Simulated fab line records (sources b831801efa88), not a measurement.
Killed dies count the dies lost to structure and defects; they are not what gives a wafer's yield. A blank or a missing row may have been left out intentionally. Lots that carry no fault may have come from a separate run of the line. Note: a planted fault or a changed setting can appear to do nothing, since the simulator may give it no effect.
Struck lot and sound lot, side by side | flow sky130 | 17 steps out of a route of 708
Sound: wafers L210.2, L210.3, L210.4. Wafers L221.1, L221.4, L221.5 were the ones struck. The cause is given at the end.
Per side, at each step with rows, come the tool, then ch with its chambers, and then its first start. Under that, the readings that differ: sound wafers | struck wafers | difference of the means | sigmas: that difference in standard deviations of wafers without a fault.
alike: readings with means less than 2 such deviations apart, plus words and numbers identical on both sides. not compared: withheld readings, readings lacking a value on some wafer, bounds such as >300 that could conceal the same value, and numbers that have no deviation in the record and whose values overlap.
A row with sigmas, a row that says differs or no value, or rows on one side alone: a step with any of these is where the two part. Non-overlapping numbers with no deviation appear without sigmas and do not part them. A reading that every wafer of one side lacks parts them only if that side has two wafers or more.

first, 5 steps without rows for these wafers: SKY_SD_N_COAT_02 (resist thk 1140 nm); SKY_SD_N_SOFTBAKE_03 (time 60 s); SKY_SD_N_EXPOSE_04 (exposes mask NSDM, target cd 380 nm); SKY_SD_N_PEB_05; SKY_SD_N_DEVELOP_06 (develop time 60 s).
SKY_SD_N_CD_MEAS_07: the cd target is 380 nm.
  sound: cd-sem-02 at day 29 12:08; struck: cd-sem-02 at day 32 23:19
  alike: cd-nm
SKY_SD_N_OVL_MEAS_08:
  sound: overlay-01 at day 29 12:15; struck: overlay-01 at day 32 23:26
  alike: SD_N_OVL
then, 2 steps without rows for these wafers: SKY_SD_N_IMPLANT_09; SKY_SD_N_IMPLANT_10.
SKY_SD_N_STRIP_11: strips in O2/N2.
  sound on plasma-asher-01 ch 0,1, day 29 12:35; struck on plasma-asher-01 ch 0,1, day 32 23:47
  alike: drypump-motor-current-A, oes-product-au, strip-time-to-endpoint-s
  not compared: rf-hours-counter-h
SKY_SD_N_TW_MEAS_12:
  sound: film-metro-04 at day 29 12:41; struck: film-metro-02 at day 32 23:53
  alike: SD_N_TW
then, 1 step without rows for these wafers: SKY_SD_N_CLEAN_13 (cleans in SC1/SC2, time 150 s).
SKY_SD_N_RTA_14: time 2 s.
  sound on rtp-anneal-01 ch 0, day 29 12:48; struck on rtp-anneal-01 ch 0, day 32 23:59
  reading          | sound                | struck               | difference | sigmas
  wafer_temp_C_max | 1078.5 1076.1 1079.1 | 1084.5 1085.5 1086.8 | +7.7       | +6
  alike: lamp-power-pct, ramp-up-c-per-s
SKY_SD_N_RS_MEAS_16: a four-point-probe measurement.
  sound: film-metro-04 at day 29 12:59; struck: film-metro-01 at day 33 00:10
  reading          | sound             | struck            | difference | sigmas
  SD_N_RS (ohm/sq) | 68.41 68.34 68.37 | 67.34 67.32 67.34 | -1.04      | -9
SKY_SD_N_RS_MEAS_17: a four-point-probe measurement.
  sound: film-metro-04 at day 29 13:06; struck: film-metro-01 at day 33 00:17
  reading          | sound             | struck            | difference | sigmas
  SD_P_RS (ohm/sq) | 146.5 146.4 146.3 | 140.2 140.5 140.3 | -6.1       | -18
SKY_SD_N_RS_MEAS_18: a four-point-probe measurement.
  sound: film-metro-04 at day 29 13:13; struck: film-metro-01 at day 33 00:24
  alike: RES_XHIGH_RS
-- record jumps: 17 days separate the struck wafers' starts on either side; left off in module SD_N, taken up again in module PAD_OPEN, whose first shown step is the route's number 708 --
SKY_PAD_OPEN_PROBE_99:
  sound: prober-02 at day 47 04:36; struck: prober-01 at day 49 14:20
  reading                              | sound             | struck            | difference | sigmas
  model.etest.res-xhigh-po.line-ohm-um | 5885 5669 5765    | 5314 5318 5417    | -423       |
  model.etest.res-xhigh-po.rs-ohm-sq   | 2057 2020 1998    | 1850 1865 1889    | -157       |
  model.etest.res-pdiff.line-ohm-um    | 1400 1388 1399    | 1356 1340 1327    | -55        |
  model.etest.res-high-po.line-ohm-um  | 753.4 718.2 745.3 | 700.3 688.8 707.2 | -40.2      |
  model.etest.licon-high-po.rc-ohm     | 369.2 347.6 352.5 | 314.5 314.4 320.5 | -40.0      |
  model.etest.res-high-po.rs-ohm-sq    | 263 262.4 260.4   | 242.8 243.3 245.9 | -17.9      |
  model.etest.res-pdiff-hv.rs-ohm-sq   | 192.5 191.4 192.7 | 184 184.7 186.4   | -7         |
  model.etest.res-pdiff.rs-ohm-sq      | 199.8 199.3 200.1 | 190.8 190.7 191.6 | -8.7       |
  alike: killed_at_M0_to_M3, killed_at_M4_up, killed-at-contacts, killed-at-front-end, killed-at-other, killed-dies, killed-open, killed-short

WHERE THEY PART
First at SKY_SD_N_RTA_14; last, within this record, at SKY_SD_N_RS_MEAS_17. Later steps at which nothing parts them and some readings are alike: SKY_SD_N_RS_MEAS_18, SKY_PAD_OPEN_PROBE_99.

WHY: the cause the simulator had injected
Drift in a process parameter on rtp-anneal-01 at SKY_SD_N_RTA_14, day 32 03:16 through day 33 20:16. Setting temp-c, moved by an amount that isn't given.
